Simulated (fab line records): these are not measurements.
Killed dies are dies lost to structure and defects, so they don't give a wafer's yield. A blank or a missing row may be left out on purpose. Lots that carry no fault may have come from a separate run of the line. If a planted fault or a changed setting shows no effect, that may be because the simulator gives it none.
Chamber matching -- flow sky130 -- SKY_POLY_GATE_ETCH_16 on rie-diel-03 has 4 sister chambers
The step etches Si3N4 in CH3F/O2, stops on poly-Si, time 147.5 s, target depth 75 nm. 14 wafers are shown with their chamber, then 7 later ones without.

WAFERS, EACH WITH ITS CHAMBER
wafer,chamber,drypump-motor-current-A (A),ch3f-flow-sccm (sccm),throttle-valve-pct (%)
L133.1,2,5.0,39.73,10.545
L133.5,2,5.0,39.78,10.540
L133.6,3,6.2,40.09,10.523
L132.3,1,5.9,39.95,10.544
L132.4,2,5.0,39.96,10.542
L132.5,0,5.6,39.86,10.544
L139.3,1,5.9,40.06,10.548
L139.5,3,6.3,40.12,10.528
L139.6,0,5.6,39.92,10.521
L141.1,3,6.3,39.90,10.535
L141.2,1,5.9,40.05,10.535
L141.4,0,5.6,39.89,10.547
L144.1,3,6.2,39.97,10.532
L144.4,0,5.6,39.92,10.535

SIGNATURES (averages over the wafers above)
reading,chamber 0,chamber 1,chamber 2,chamber 3,scatter within a chamber
drypump-motor-current-A,5.600,5.900,5.000,6.250,0.0316
ch3f-flow-sccm,39.8975,40.0200,39.8233,40.0200,0.0842
throttle-valve-pct,10.53675,10.54233,10.54233,10.52950,0.00769
Rule: for each reading, subtract the chamber's mean from the wafer's reading, divide by that reading's scatter and square the result; add these up over the readings and take the root, which gives the wafer's distance from the chamber. If the next closest chamber is less than 2 further off than the closest, the wafer can't be placed; otherwise it belongs to the closest. How the scatter is found: for the shown wafers, subtract from each reading the mean of its chamber, square and add these, divide the total by (wafers less chambers), then take the root.

WAFERS WHOSE CHAMBER IS MISSING
wafer,drypump-motor-current-A (A),ch3f-flow-sccm (sccm),throttle-valve-pct (%)
L144.5,5.0,40.03,10.554
L145.2,5.0,39.98,10.543
L145.3,5.6,39.87,10.537
L145.6,5.0,40.00,10.537
L147.1,6.3,39.98,10.549
L147.4,5.0,40.00,10.528
L147.6,6.3,39.91,10.537

CHAMBER TAKEN BY EACH
wafer,from the rows above,in truth
L144.5,2,2
L145.2,2,2
L145.3,0,0
L145.6,2,2
L147.1,3,3
L147.4,2,2
L147.6,3,3
Correctly placed: 7 of 7. From these rows, 0 cannot be placed. Wrongly placed: 0.
